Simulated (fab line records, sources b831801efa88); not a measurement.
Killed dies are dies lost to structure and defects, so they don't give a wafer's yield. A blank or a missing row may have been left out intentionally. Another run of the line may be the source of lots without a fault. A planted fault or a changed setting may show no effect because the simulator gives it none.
fab line records ; flow sky130
record lots=14; wafers=42; last-day=50
route steps=708 shown METAL2@489 METAL3@532 VIA3@594 METAL4@631
lots that met no fault: from a run of the same line without faults
start-h: the number of hours between the record's first day and the start of the first shown wafer of the lot ; wait-h: time in hours since the lot's previous step ; " as in the row above ; L1.1+2: a single row standing in for several wafers ; - either no value or no given start ; * or withheld: withheld ; < > ~ a bound
route shown NAME@n: names a module that has steps shown in the file, with the first one's number in the route ; usual: mean/standard deviation of fault-free wafers ; same: alike in all rows ; chamber/n: place in a boat ; sites: each site's reading ; _std_site: how widely they spread, as a standard deviation ; _edge_site: the outer-site mean with the inner-site mean subtracted ; radius-mm: for every site, how far away it sits from the centre of the wafer ; mask NAME#n: copy n ; behind: the last tool/chamber to shape the wafer ; hold: why the lot was held/for how many hours/how that ended ; device: the transistor (n, p or np) that didn't switch ; end of line: tests run on the same wafers once the route is complete ; for a step that has no rows: nothing shown but its recipe ; killed: dies lost to structure and defects at the first sort, not the wafer's yield ; map: the dies of a wafer, with x for killed, . for not killed, _ for no die there
set.NAME: the setting that was run; set.NAME@STEP: the one run at that earlier step ; model.NAME: the simulator's own value behind a step, which no gauge read
route steps across a sampled set of lots; one table per step, one row per wafer
services: a tool's chamber out of use, with start hour (start-h, from the record's first day; less than 0 if before it), hours out, and reason
## steps
# step SKY_METAL2_THK_MEAS_06
# recipe thk-meas-gauge=xrf; reads=AlCu_of_METAL2_SPUTTER_02
# usual METAL2_ALCU_THK=253/3.9
lot.wafer;tool;chamber;start-h;wait-h;METAL2_ALCU_THK[nm]
L418.2;film-metro-04;-;795.68;0.1;252
L418.3;film-metro-04;-;795.68;0.1;251
L418.4;film-metro-04;-;795.68;0.1;252
L420.2;film-metro-04;-;809.03;0.1;250
L420.3;film-metro-04;-;809.03;0.1;248
L420.6;film-metro-04;-;809.03;0.1;247
L421.1;film-metro-01;-;817.90;0.1;251
L421.4;film-metro-01;-;817.90;0.1;258
L421.5;film-metro-01;-;817.90;0.1;253
L422.1;film-metro-03;-;819.66;0.1;255
L422.4;film-metro-03;-;819.66;0.1;259
L422.6;film-metro-03;-;819.66;0.1;260
L424.3;film-metro-04;-;836.59;0.1;248
L424.5;film-metro-04;-;836.59;0.1;250
L424.6;film-metro-04;-;836.59;0.1;253
L425.1;film-metro-04;-;842.08;0.1;253
L425.3;film-metro-04;-;842.08;0.1;248
L425.5;film-metro-04;-;842.08;0.1;252
L430.1;film-metro-04;-;888.34;0.1;253
L430.3;film-metro-04;-;888.34;0.1;247
L430.6;film-metro-04;-;888.34;0.1;244
L431.1;film-metro-03;-;895.66;0.1;255
L431.2;film-metro-03;-;895.66;0.1;260
L431.5;film-metro-03;-;895.66;0.1;258
L435.1;film-metro-03;-;917.96;0.1;253
L435.2;film-metro-03;-;917.96;0.1;253
L435.5;film-metro-03;-;917.96;0.1;255
L437.1;film-metro-04;-;947.62;0.1;252
L437.3;film-metro-04;-;947.62;0.1;254
L437.4;film-metro-04;-;947.62;0.1;254
L438.3;film-metro-01;-;948.57;0.1;250
L438.4;film-metro-01;-;948.57;0.1;247
L438.6;film-metro-01;-;948.57;0.1;250
L439.4;film-metro-01;-;949.10;0.1;255
L439.5;film-metro-01;-;949.10;0.1;253
L439.6;film-metro-01;-;949.10;0.1;257
L440.1;film-metro-01;-;950.95;0.1;250
L440.2;film-metro-01;-;950.95;0.1;254
L440.3;film-metro-01;-;950.95;0.1;252
L441.3;film-metro-01;-;955.87;0.1;251
L441.5;film-metro-01;-;955.87;0.1;257
L441.6;film-metro-01;-;955.87;0.1;254
# step SKY_METAL3_SPUTTER_00
# recipe material=Ti; target-thk-nm=15; power-w=3000; time-s=10; chamber-pressure-pa=0.4
# usual cathode-dc-power-W=3000.0/0.55; throttle-valve-pct=30.2/1.1
lot.wafer;tool;chamber;start-h;wait-h;cathode-dc-power-W;throttle-valve-pct
L418.2;pvd-sputter-03;-;851.19;0.2;2999.0;30.9
L418.3;pvd-sputter-03;-;851.19;0.2;2999.8;29.9
L418.4;pvd-sputter-03;-;851.19;0.2;2999.8;30.0
L420.2;pvd-sputter-01;-;865.70;0.1;2999.1;31.5
L420.3;pvd-sputter-01;-;865.70;0.1;2999.7;29.5
L420.6;pvd-sputter-01;-;865.70;0.1;3000.2;29.7
L421.1;pvd-sputter-01;-;873.89;0.2;2998.7;30.5
L421.4;pvd-sputter-01;-;873.89;0.2;3000.2;28.0
L421.5;pvd-sputter-01;-;873.89;0.2;2999.6;30.4
L422.1;pvd-sputter-02;-;874.44;0.2;3000.5;28.7
L422.4;pvd-sputter-02;-;874.44;0.2;3000.3;30.6
L422.6;pvd-sputter-02;-;874.44;0.2;3000.3;30.7
L424.3;pvd-sputter-01;-;892.95;0.1;3000.1;30.5
L424.5;pvd-sputter-01;-;892.95;0.1;2999.6;30.9
L424.6;pvd-sputter-01;-;892.95;0.1;2998.8;29.6
L425.1;pvd-sputter-03;-;897.62;0.1;2999.1;31.0
L425.3;pvd-sputter-03;-;897.62;0.1;2999.5;32.5
L425.5;pvd-sputter-03;-;897.62;0.1;2999.6;29.9
L430.1;pvd-sputter-02;-;941.96;0.1;3000.3;29.4
L430.3;pvd-sputter-02;-;941.96;0.1;2999.5;30.6
L430.6;pvd-sputter-02;-;941.96;0.1;3001.1;28.6
L431.1;pvd-sputter-02;-;949.65;0.2;2999.0;28.4
L431.2;pvd-sputter-02;-;949.65;0.2;3000.7;29.4
L431.5;pvd-sputter-02;-;949.65;0.2;2999.0;31.2
L435.1;pvd-sputter-01;-;969.68;0.1;3000.6;31.3
L435.2;pvd-sputter-01;-;969.68;0.1;3000.8;28.2
L435.5;pvd-sputter-01;-;969.68;0.1;3001.0;30.4
L437.1;pvd-sputter-02;-;998.87;0.1;3000.8;30.6
L437.3;pvd-sputter-02;-;998.87;0.1;2999.4;28.6
L437.4;pvd-sputter-02;-;998.87;0.1;3000.9;29.1
L438.3;pvd-sputter-03;-;999.33;0.2;3000.1;29.8
L438.4;pvd-sputter-03;-;999.33;0.2;2999.7;32.7
L438.6;pvd-sputter-03;-;999.33;0.2;2999.5;30.5
L439.4;pvd-sputter-01;-;999.80;0.2;3000.2;30.6
L439.5;pvd-sputter-01;-;999.80;0.2;3000.9;30.4
L439.6;pvd-sputter-01;-;999.80;0.2;3000.4;29.2
L440.1;pvd-sputter-02;-;1001.39;0.2;3000.0;29.3
L440.2;pvd-sputter-02;-;1001.39;0.2;3000.2;30.8
L440.3;pvd-sputter-02;-;1001.39;0.2;2999.6;28.7
L441.3;pvd-sputter-03;-;1005.59;0.1;3000.8;29.7
L441.5;pvd-sputter-03;-;1005.59;0.1;2999.5;32.4
L441.6;pvd-sputter-03;-;1005.59;0.1;3000.4;29.9
# step SKY_VIA3_CVD_21
# recipe material=W; target-thk-nm=390; time-s=117.31; temp-c=400; pressure-torr=40
# usual chamber-pressure-Torr=40.00/0.081; heater-power-outer-w=484/49; heater-power-w=788/100
lot.wafer;tool;chamber;start-h;wait-h;chamber-pressure-Torr;heater-power-outer-w;heater-power-w
L418.2;cvd-w-01;1;932.61;0.0;40.00;571;937
L418.3;cvd-w-01;0;932.61;0.0;40.04;431;702
L418.4;cvd-w-01;1;932.61;0.0;40.13;563;923
L420.2;cvd-w-02;0;946.39;0.0;40.02;469;740
L420.3;cvd-w-02;1;946.39;0.0;40.19;456;757
L420.6;cvd-w-02;1;946.39;0.0;40.07;456;761
L421.1;cvd-w-02;1;952.82;0.0;40.09;449;750
L421.4;cvd-w-02;0;952.82;0.0;40.12;487;757
L421.5;cvd-w-02;0;952.82;0.0;39.88;480;744
L422.1;cvd-w-02;1;953.89;0.0;40.03;458;757
L422.4;cvd-w-02;0;953.89;0.0;40.10;480;721
L422.6;cvd-w-02;0;953.89;0.0;40.17;480;743
L424.3;cvd-w-01;1;975.08;0.1;39.97;573;952
L424.5;cvd-w-01;1;975.08;0.1;39.88;563;960
L424.6;cvd-w-01;0;975.08;0.1;39.85;442;712
L425.1;cvd-w-02;1;976.28;0.0;40.12;454;762
L425.3;cvd-w-02;1;976.28;0.0;40.00;464;744
L425.5;cvd-w-02;0;976.28;0.0;40.10;481;755
L430.1;cvd-w-01;1;1017.26;0.0;-;-;-
L430.3;cvd-w-01;0;1017.26;0.0;-;-;-
L430.6;cvd-w-01;0;1017.26;0.0;-;-;-
L431.1;cvd-w-01;1;1023.44;0.0;-;-;-
L431.2;cvd-w-01;0;1023.44;0.0;-;-;-
L431.5;cvd-w-01;1;1023.44;0.0;-;-;-
L435.1;cvd-w-01;0;1041.55;0.0;39.93;438;726
L435.2;cvd-w-01;1;1041.55;0.0;40.06;558;984
L435.5;cvd-w-01;1;1041.55;0.0;40.02;591;954
L437.1;cvd-w-01;0;1069.25;0.0;40.06;432;707
L437.3;cvd-w-01;1;1069.25;0.0;40.07;567;988
L437.4;cvd-w-01;0;1069.25;0.0;39.93;433;698
L438.3;cvd-w-01;1;1070.18;0.1;40.07;569;989
L438.4;cvd-w-01;0;1070.18;0.1;40.05;422;703
L438.6;cvd-w-01;0;1070.18;0.1;40.08;439;696
L439.4;cvd-w-02;0;1070.78;0.1;39.81;476;749
L439.5;cvd-w-02;0;1070.78;0.1;39.89;481;734
L439.6;cvd-w-02;1;1070.78;0.1;40.00;474;750
L440.1;cvd-w-02;0;1071.49;0.0;39.94;468;727
L440.2;cvd-w-02;1;1071.49;0.0;40.10;476;757
L440.3;cvd-w-02;1;1071.49;0.0;39.99;464;734
L441.3;cvd-w-02;1;1075.41;0.1;40.06;466;739
L441.5;cvd-w-02;0;1075.41;0.1;39.98;486;723
L441.6;cvd-w-02;1;1075.41;0.1;39.97;471;732
# step SKY_VIA3_RS_MEAS_22
# recipe thk-meas-gauge=four-point-probe; reads=W_of_VIA3_CVD_21+TiN_of_VIA3_SPUTTER_20
# usual VIA3_W_RS=0.291/0.0041
lot.wafer;tool;chamber;start-h;wait-h;VIA3_W_RS[ohm/sq]
L418.2;film-metro-02;-;932.76;0.1;0.282
L418.3;film-metro-02;-;932.76;0.1;0.283
L418.4;film-metro-02;-;932.76;0.1;0.284
L420.2;film-metro-02;-;946.53;0.1;0.294
L420.3;film-metro-02;-;946.53;0.1;0.294
L420.6;film-metro-02;-;946.53;0.1;0.298
L421.1;film-metro-02;-;952.95;0.1;0.295
L421.4;film-metro-02;-;952.95;0.1;0.291
L421.5;film-metro-02;-;952.95;0.1;0.296
L422.1;film-metro-02;-;954.01;0.1;0.296
L422.4;film-metro-02;-;954.01;0.1;0.299
L422.6;film-metro-02;-;954.01;0.1;0.292
L424.3;film-metro-01;-;975.20;0.1;0.286
L424.5;film-metro-01;-;975.20;0.1;0.284
L424.6;film-metro-01;-;975.20;0.1;0.286
L425.1;film-metro-03;-;976.41;0.1;0.295
L425.3;film-metro-03;-;976.41;0.1;0.297
L425.5;film-metro-03;-;976.41;0.1;0.294
L430.1;film-metro-01;-;1017.38;0.1;59.059
L430.3;film-metro-01;-;1017.38;0.1;59.030
L430.6;film-metro-01;-;1017.38;0.1;59.042
L431.1;film-metro-03;-;1023.56;0.1;58.699
L431.2;film-metro-03;-;1023.56;0.1;57.923
L431.5;film-metro-03;-;1023.56;0.1;58.344
L435.1;film-metro-02;-;1041.67;0.1;0.290
L435.2;film-metro-02;-;1041.67;0.1;0.286
L435.5;film-metro-02;-;1041.67;0.1;0.288
L437.1;film-metro-01;-;1069.37;0.1;0.289
L437.3;film-metro-01;-;1069.37;0.1;0.288
L437.4;film-metro-01;-;1069.37;0.1;0.295
L438.3;film-metro-02;-;1070.30;0.1;0.286
L438.4;film-metro-02;-;1070.30;0.1;0.291
L438.6;film-metro-02;-;1070.30;0.1;0.293
L439.4;film-metro-03;-;1070.92;0.1;0.291
L439.5;film-metro-03;-;1070.92;0.1;0.295
L439.6;film-metro-03;-;1070.92;0.1;0.294
L440.1;film-metro-01;-;1071.61;0.1;0.288
L440.2;film-metro-01;-;1071.61;0.1;0.293
L440.3;film-metro-01;-;1071.61;0.1;0.288
L441.3;film-metro-02;-;1075.53;0.1;0.292
L441.5;film-metro-02;-;1075.53;0.1;0.294
L441.6;film-metro-02;-;1075.53;0.1;0.293
# step SKY_VIA3_THK_MEAS_23
# recipe thk-meas-gauge=xrf; reads=W_of_VIA3_CVD_21
# usual VIA3_W_THK=388/6.5
lot.wafer;tool;chamber;start-h;wait-h;VIA3_W_THK[nm]
L418.2;film-metro-02;-;932.87;0.1;397
L418.3;film-metro-02;-;932.87;0.1;394
L418.4;film-metro-02;-;932.87;0.1;393
L420.2;film-metro-02;-;946.64;0.1;381
L420.3;film-metro-02;-;946.64;0.1;381
L420.6;film-metro-02;-;946.64;0.1;375
L421.1;film-metro-02;-;953.07;0.1;380
L421.4;film-metro-02;-;953.07;0.1;383
L421.5;film-metro-02;-;953.07;0.1;379
L422.1;film-metro-02;-;954.13;0.1;377
L422.4;film-metro-02;-;954.13;0.1;375
L422.6;film-metro-02;-;954.13;0.1;384
L424.3;film-metro-01;-;975.30;0.1;397
L424.5;film-metro-01;-;975.30;0.1;402
L424.6;film-metro-01;-;975.30;0.1;394
L425.1;film-metro-03;-;976.53;0.1;384
L425.3;film-metro-03;-;976.53;0.1;378
L425.5;film-metro-03;-;976.53;0.1;386
L430.1;film-metro-01;-;1017.50;0.1;<0
L430.3;film-metro-01;-;1017.50;0.1;<0
L430.6;film-metro-01;-;1017.50;0.1;<0
L431.1;film-metro-03;-;1023.68;0.1;<0
L431.2;film-metro-03;-;1023.68;0.1;<0
L431.5;film-metro-03;-;1023.68;0.1;<0
L435.1;film-metro-02;-;1041.79;0.1;387
L435.2;film-metro-02;-;1041.79;0.1;391
L435.5;film-metro-02;-;1041.79;0.1;390
L437.1;film-metro-01;-;1069.49;0.1;396
L437.3;film-metro-01;-;1069.49;0.1;392
L437.4;film-metro-01;-;1069.49;0.1;385
L438.3;film-metro-02;-;1070.40;0.1;391
L438.4;film-metro-02;-;1070.40;0.1;384
L438.6;film-metro-02;-;1070.40;0.1;379
L439.4;film-metro-03;-;1071.01;0.1;391
L439.5;film-metro-03;-;1071.01;0.1;388
L439.6;film-metro-03;-;1071.01;0.1;387
L440.1;film-metro-01;-;1071.73;0.1;392
L440.2;film-metro-01;-;1071.73;0.1;391
L440.3;film-metro-01;-;1071.73;0.1;394
L441.3;film-metro-02;-;1075.63;0.1;380
L441.5;film-metro-02;-;1075.63;0.1;378
L441.6;film-metro-02;-;1075.63;0.1;379
# step SKY_VIA3_CMP_24
# recipe stop-on=SiO2; t-overpolish-s=20; down-force-psi=3.5; platen-rpm=60; target-thk-nm=0; pad-velocity-m-s=0.94248
# usual motor-current-A=11.3/1.2; slurry-flow-ml-min=150.0/0.5; time-to-endpoint-s=97/3.9
lot.wafer;tool;chamber;start-h;wait-h;motor-current-A;slurry-flow-ml-min;time-to-endpoint-s
L418.2;cmp-02;1;932.92;0.0;11.5;149.6;101
L418.3;cmp-02;2;932.92;0.0;11.1;149.9;96
L418.4;cmp-02;0;932.92;0.0;9.4;149.9;105
L420.2;cmp-01;1;946.69;0.0;11.5;149.0;92
L420.3;cmp-01;3;946.69;0.0;14.4;149.5;96
L420.6;cmp-01;1;946.69;0.0;10.6;149.9;93
L421.4;cmp-01;1;953.13;0.0;10.2;149.8;93
L421.1;cmp-01;2;953.13;0.0;10.5;149.5;98
L421.5;cmp-01;2;953.13;0.0;10.8;149.4;102
L422.1;cmp-02;2;954.24;0.1;10.9;149.5;92
L422.4;cmp-02;3;954.24;0.1;12.4;150.0;88
L422.6;cmp-02;2;954.24;0.1;10.9;150.4;94
L424.3;cmp-02;3;975.39;0.1;11.6;150.1;96
L424.6;cmp-02;2;975.39;0.1;11.3;150.3;100
L424.5;cmp-02;3;975.39;0.1;11.8;150.4;94
L425.1;cmp-02;3;976.59;0.1;12.3;150.0;94
L425.3;cmp-02;2;976.59;0.1;10.6;150.0;92
L425.5;cmp-02;0;976.59;0.1;9.6;150.1;99
L430.3;cmp-01;0;1017.56;0.0;11.0;149.4;7
L430.1;cmp-01;2;1017.56;0.0;10.9;150.1;8
L430.6;cmp-01;1;1017.56;0.0;11.0;150.2;4
L431.1;cmp-01;2;1023.74;0.1;10.8;150.0;9
L431.2;cmp-01;1;1023.74;0.1;10.7;150.5;5
L431.5;cmp-01;3;1023.74;0.1;13.6;151.1;5
L435.1;cmp-01;1;1041.85;0.1;11.0;149.8;95
L435.2;cmp-01;0;1041.85;0.1;11.6;149.8;103
L435.5;cmp-01;2;1041.85;0.1;10.9;149.3;102
L437.4;cmp-01;2;1069.55;0.0;11.3;149.5;102
L437.1;cmp-01;0;1069.55;0.0;11.2;150.3;99
L437.3;cmp-01;1;1069.55;0.0;10.8;150.7;96
L438.3;cmp-01;0;1070.49;0.1;12.0;149.7;104
L438.4;cmp-01;1;1070.49;0.1;11.0;149.9;94
L438.6;cmp-01;3;1070.49;0.1;13.7;150.1;101
L439.4;cmp-02;0;1071.04;0.0;9.3;149.4;101
L439.6;cmp-02;0;1071.04;0.0;9.9;150.1;101
L439.5;cmp-02;1;1071.04;0.0;11.3;150.3;95
L440.1;cmp-02;0;1072.00;0.3;9.1;151.0;99
L440.3;cmp-02;1;1072.00;0.3;10.6;149.5;97
L440.2;cmp-02;2;1072.00;0.3;11.5;149.1;94
L441.3;cmp-01;0;1075.67;0.0;10.9;150.4;98
L441.6;cmp-01;0;1075.67;0.0;11.3;150.0;96
L441.5;cmp-01;1;1075.67;0.0;10.3;150.4;88
# step SKY_METAL4_DESCUM_15
# recipe chemistry=O2; source-power-w=150; bias-power-w=0; pressure-mtorr=10; temp-c=40; time-s=8
# usual drypump-motor-current-A=5.7/0.41; oes-product-au=0.993/0.01
lot.wafer;tool;chamber;start-h;wait-h;drypump-motor-current-A;oes-product-au;rf-hours-counter-h
L418.2;rie-metal-02;0;982.90;0.0;5.2;0.987;-
L418.3;rie-metal-02;0;982.90;0.0;5.2;0.983;-
L418.4;rie-metal-02;0;982.90;0.0;5.3;0.992;-
L420.2;rie-metal-04;0;995.92;0.0;5.6;0.975;2
L420.3;rie-metal-04;1;995.92;0.0;6.1;0.981;-
L420.6;rie-metal-04;0;995.92;0.0;5.6;0.971;-
L421.1;rie-metal-01;1;1001.49;0.0;5.6;1.002;3
L421.4;rie-metal-01;0;1001.49;0.0;5.1;1.000;-
L421.5;rie-metal-01;0;1001.49;0.0;5.1;0.982;-
L422.1;rie-metal-02;1;1003.37;0.0;6.3;1.010;0
L422.4;rie-metal-02;1;1003.37;0.0;6.3;1.000;-
L422.6;rie-metal-02;0;1003.37;0.0;5.2;0.998;-
L424.3;rie-metal-04;1;1023.30;0.0;6.0;0.995;-
L424.5;rie-metal-04;0;1023.30;0.0;5.6;0.988;-
L424.6;rie-metal-04;1;1023.30;0.0;6.0;1.001;-
L425.1;rie-metal-04;0;1024.84;0.0;5.5;0.981;3
L425.3;rie-metal-04;1;1024.84;0.0;6.0;0.981;-
L425.5;rie-metal-04;0;1024.84;0.0;5.6;0.981;-
L435.1;rie-metal-02;0;1085.29;0.0;5.2;0.984;14
L435.2;rie-metal-02;1;1085.29;0.0;6.3;1.013;5
L435.5;rie-metal-02;1;1085.29;0.0;6.3;0.997;-
L437.1;rie-metal-02;1;1111.59;0.0;6.2;0.989;6
L437.3;rie-metal-02;0;1111.59;0.0;5.2;1.008;-
L437.4;rie-metal-02;1;1111.59;0.0;6.2;0.993;-
L438.3;rie-metal-02;1;1112.54;0.0;6.2;0.999;-
L438.4;rie-metal-02;0;1112.54;0.0;5.3;1.003;-
L438.6;rie-metal-02;1;1112.54;0.0;6.2;1.001;-
L439.4;rie-metal-04;0;1113.50;0.0;5.6;0.984;-
L439.5;rie-metal-04;1;1113.50;0.0;6.0;0.997;-
L439.6;rie-metal-04;0;1113.50;0.0;5.5;0.995;-
L440.1;rie-metal-01;0;1113.89;0.0;5.1;0.982;24
L440.2;rie-metal-01;1;1113.89;0.0;5.6;0.987;12
L440.3;rie-metal-01;0;1113.89;0.0;5.1;0.991;-
L441.3;rie-metal-04;1;1117.60;0.0;6.0;1.002;-
L441.5;rie-metal-04;0;1117.60;0.0;5.6;0.997;-
L441.6;rie-metal-04;1;1117.60;0.0;6.0;1.001;-
## services
tool;chamber;start-h;hours;kind
cvd-w-01;-;831.00;28.1;pm
cmp-01;-;856.61;1.4;repair
cmp-02;-;869.71;2.1;repair
cvd-w-01;0;887.15;1.5;repair
rie-metal-04;-;888.36;0.8;repair
cmp-02;-;903.90;2.7;pm
cvd-w-02;-;904.00;14.0;pm
pvd-sputter-03;-;905.08;4.4;repair
cmp-02;-;912.08;4.0;pm
pvd-sputter-03;-;922.13;2.1;repair
cmp-01;-;932.88;4.0;pm
cvd-w-02;-;960.49;0.5;repair
cmp-01;-;978.46;0.8;repair
rie-metal-02;-;988.15;0.1;repair
cmp-02;-;1007.79;2.1;repair
cmp-01;-;1010.00;6.4;pm
cmp-01;-;1018.34;0.8;repair
rie-metal-02;-;1020.31;0.2;repair
rie-metal-02;1;1065.30;4.9;repair
cmp-01;-;1077.64;12.6;pm
cmp-01;-;1090.22;4.0;pm
cmp-01;-;1096.64;0.3;repair
pvd-sputter-03;-;1101.59;2.5;repair
cmp-02;-;1105.40;0.4;repair
## key
first-sign step=SKY_VIA3_CVD_21; reading=tool-record; direction=missing
effect step=SKY_VIA3_RS_MEAS_22; reading=VIA3_W_RS; direction=up; sigmas=99+; usual=0.291; struck=58.683
effect step=SKY_VIA3_THK_MEAS_23; reading=VIA3_W_THK; direction=down; sigmas=59; usual=388; struck=<0
effect step=SKY_VIA3_CMP_24; reading=time-to-endpoint-s; direction=down; sigmas=23; usual=*; struck=*
met-at SKY_VIA3_CVD_21
struck-lots L430,L431
later-rows-left-out L430.1,L430.3,L430.6,L431.1,L431.2,L431.5
sort-left-out L430.1,L430.3,L430.6,L431.1,L431.2,L431.5
not-acting-at SKY_METAL2_THK_MEAS_06,SKY_METAL3_SPUTTER_00,SKY_METAL4_DESCUM_15
onset-between 975.08 1017.26
fault kind=skipped-step-whole; tool=cvd-w-01; chamber=-; onset-h=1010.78; steps=SKY_VIA3_CVD_21; scope=struck-lots-only
# sort-left-out: the simulated sort isn't trusted on such a fault, so these wafers' sort isn't shown, and their yield isn't known
# later-rows-left-out: the simulator's readings of these wafers behind a module that went badly wrong aren't trusted and aren't shown, but for the sort
